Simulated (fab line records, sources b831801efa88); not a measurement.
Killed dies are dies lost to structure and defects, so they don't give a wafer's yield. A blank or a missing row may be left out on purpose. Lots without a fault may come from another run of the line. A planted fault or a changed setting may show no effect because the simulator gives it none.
Which tool did it? | flow sky130 | 7 lots, 21 wafers sampled, at 2 steps of a route of 708

WHAT THE GAUGES READ, wafer by wafer
SKY_LDD_P_TW_MEAS_11.
lot  | measured     | on            | LDD_P_TW
L842 | day 19 14:44 | film_metro-02 | 637 636 632
L846 | day 20 22:20 | film_metro-03 | 641 640 640
L849 | day 22 10:04 | film_metro-03 | 641 637 641
L851 | day 23 08:07 | film_metro-02 | 641 642 643
L853 | day 23 14:25 | film_metro-04 | 619 610 617 617 617 613
L861 | day 25 20:43 | film_metro-04 | 638 638 636
L864 | day 27 03:14 | film_metro-02 | 633 632 635

WHICH TOOL RAN EACH LOT (tool, then ch and the chambers of the sampled wafers, then the start)
lot  | SKY_LDD_P_IMPLANT_09
L842 | implanter-03 ch 0, day 19 14:31
L846 | implanter-04 ch 0, day 20 22:05
L849 | implanter-02 ch 0, day 22 09:49
L851 | implanter-02 ch 0, day 23 07:52
L853 | implanter-02 ch 0, day 23 14:10
L861 | implanter-03 ch 0, day 25 20:29
L864 | implanter-03 ch 0, day 27 03:01
- SKY_LDD_P_IMPLANT_09

THE ANSWER, worked out from the rows above alone
Rule: what is usual is taken from the lots themselves. Put in order of their means at a reading, lots are off if they are a third of the lots or fewer, leave a main group of 4 or more, and stand apart from it by a gap of 3 or more times the standard deviation of the main group's means; of several such gaps the widest counts. A main group whose means are all the same, to the digits that the tables above print for the reading, isn't used. A lot without any number at a reading at which 4 lots or more have one is off too. The other lots that the step has rows for count as sound.
Off: L853, at SKY_LDD_P_TW_MEAS_11 (LDD_P_TW). The main group: mean 638, standard deviation 3.
A tool fits if, at a process step before that reading, it ran every lot that is off, and no sound lot after the first of them. The gauges at SKY_LDD_P_TW_MEAS_11 are tried like those tools. One fits: implanter-02 at SKY_LDD_P_IMPLANT_09. Its last sound lot is L851 (day 23 07:52), its first lot that is off L853 (day 23 14:10): a fault that began between those two fits.

WHAT THE SIMULATOR HAD PUT IN
Process parameter drift: implanter-02, from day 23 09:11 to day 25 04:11, at SKY_LDD_P_IMPLANT_09. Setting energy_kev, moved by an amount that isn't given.
Lots struck among those shown: L853. The rule above found the same.
